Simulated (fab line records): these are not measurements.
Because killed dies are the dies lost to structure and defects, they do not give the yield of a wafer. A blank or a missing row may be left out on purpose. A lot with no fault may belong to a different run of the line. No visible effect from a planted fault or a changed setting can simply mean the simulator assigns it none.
Matching of chambers    flow gf180mcu    pecvd-02 running GF_MIM_CVD_05: 3 sister chambers
The step deposits Si3N4, target thk 42 nm, time 29.086 s. 6 wafers are shown with their chamber, then 8 later ones without.

## WAFERS WITH THEIR CHAMBER
wafer   chamber  heater power w (W)
L897.4  2        560
L898.1  2        574
L900.3  0        588
L900.4  0        579
L900.6  1        661
L901.3  1        553

## WAFERS WHOSE CHAMBER IS MISSING
wafer   heater power w (W)
L901.4  605
L901.5  524
L910.1  589
L910.4  618
L910.5  612
L914.3  695
L914.5  690
L914.6  689

## WHICH CHAMBER EACH ONE RAN IN
wafer   from the rows above           in truth
L901.4  can't be placed: 1 or 0 or 2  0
L901.5  can't be placed: 2 or 0 or 1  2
L910.1  can't be placed: 0 or 1 or 2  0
L910.4  can't be placed: 1 or 0 or 2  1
L910.5  can't be placed: 1 or 0 or 2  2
L914.3  can't be placed: 1 or 0 or 2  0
L914.5  can't be placed: 1 or 0 or 2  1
L914.6  can't be placed: 1 or 0 or 2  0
0 of 8 placed correctly. These rows do not allow placing 8 (true chamber among the candidates in 8). Number placed wrongly: 0.
How it was worked out, from the rows above alone: a wafer's distance from a chamber is the root of the sum, over the readings, of the square of ((its reading less the chamber's mean) divided by the reading's scatter). The wafer belongs to the nearest chamber; if the next one is less than 2 further off, it can't be placed. The mean given for a chamber averages the wafers shown for that chamber. The scatter: the root of (the sum of the squares of (reading less its chamber's mean) over the shown wafers, divided by (wafers less chambers)).
